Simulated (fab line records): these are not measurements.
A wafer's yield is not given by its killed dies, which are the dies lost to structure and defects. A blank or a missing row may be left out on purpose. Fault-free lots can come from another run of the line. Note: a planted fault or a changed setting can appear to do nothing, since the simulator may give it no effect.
Chamber matching / flow sky130 / SKY_VIA2_ETCH_15 on rie-diel-04 has 4 sister chambers
The step etches SiO2 in C4F8/O2/Ar, stops on TiN, target depth 546 nm, time 84 s. 8 wafers are shown with their chamber, then 10 later ones without.

WAFERS PAIRED WITH THEIR CHAMBERS
wafer=L074.5; chamber=1; oes-product-au (a.u.)=0.946; chamber-pressure-mTorr (mTorr)=39.97
wafer=L075.5; chamber=3; oes-product-au (a.u.)=0.936; chamber-pressure-mTorr (mTorr)=39.98
wafer=L081.5; chamber=3; oes-product-au (a.u.)=0.936; chamber-pressure-mTorr (mTorr)=40.00
wafer=L083.5; chamber=1; oes-product-au (a.u.)=0.930; chamber-pressure-mTorr (mTorr)=40.04
wafer=L085.5; chamber=0; oes-product-au (a.u.)=0.942; chamber-pressure-mTorr (mTorr)=39.96
wafer=L085.6; chamber=2; oes-product-au (a.u.)=0.940; chamber-pressure-mTorr (mTorr)=39.99
wafer=L090.3; chamber=2; oes-product-au (a.u.)=0.937; chamber-pressure-mTorr (mTorr)=40.05
wafer=L090.5; chamber=0; oes-product-au (a.u.)=0.937; chamber-pressure-mTorr (mTorr)=39.99

WAFERS WITHOUT THEIR CHAMBER
wafer=L090.6; oes-product-au (a.u.)=0.945; chamber-pressure-mTorr (mTorr)=39.97
wafer=L091.3; oes-product-au (a.u.)=0.934; chamber-pressure-mTorr (mTorr)=39.99
wafer=L091.4; oes-product-au (a.u.)=0.940; chamber-pressure-mTorr (mTorr)=40.06
wafer=L091.6; oes-product-au (a.u.)=0.945; chamber-pressure-mTorr (mTorr)=39.96
wafer=L094.1; oes-product-au (a.u.)=0.941; chamber-pressure-mTorr (mTorr)=40.01
wafer=L094.3; oes-product-au (a.u.)=0.935; chamber-pressure-mTorr (mTorr)=40.01
wafer=L094.4; oes-product-au (a.u.)=0.939; chamber-pressure-mTorr (mTorr)=40.02
wafer=L095.1; oes-product-au (a.u.)=0.939; chamber-pressure-mTorr (mTorr)=39.98
wafer=L095.3; oes-product-au (a.u.)=0.942; chamber-pressure-mTorr (mTorr)=40.01
wafer=L095.5; oes-product-au (a.u.)=0.941; chamber-pressure-mTorr (mTorr)=39.97

THE CHAMBER EACH PASSED THROUGH
wafer=L090.6; from the rows above=can't be placed: 0 or 1 or 3 or 2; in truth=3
wafer=L091.3; from the rows above=can't be placed: 3 or 1 or 0 or 2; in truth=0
wafer=L091.4; from the rows above=can't be placed: 2 or 1 or 3 or 0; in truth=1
wafer=L091.6; from the rows above=can't be placed: 0 or 3 or 1 or 2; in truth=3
wafer=L094.1; from the rows above=can't be placed: 2 or 1 or 3 or 0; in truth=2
wafer=L094.3; from the rows above=can't be placed: 1 or 3 or 2 or 0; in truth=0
wafer=L094.4; from the rows above=can't be placed: 2 or 1 or 3 or 0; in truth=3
wafer=L095.1; from the rows above=can't be placed: 0 or 3 or 1 or 2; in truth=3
wafer=L095.3; from the rows above=can't be placed: 2 or 1 or 0 or 3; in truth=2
wafer=L095.5; from the rows above=can't be placed: 0 or 3 or 1 or 2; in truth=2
Correct placement for 0 of the 10. These rows do not allow placing 10 (true chamber among the candidates in 10). Placed wrongly: 0.
How it was worked out, from the rows above alone: a wafer's distance from a chamber is the root of the sum, over the readings, of the square of ((its reading less the chamber's mean) divided by the reading's scatter). The wafer belongs to the nearest chamber; if the next one is less than 2 further off, it can't be placed. The mean given for a chamber averages the wafers shown for that chamber. The scatter: the root of (the sum of the squares of (reading less its chamber's mean) over the shown wafers, divided by (wafers less chambers)).
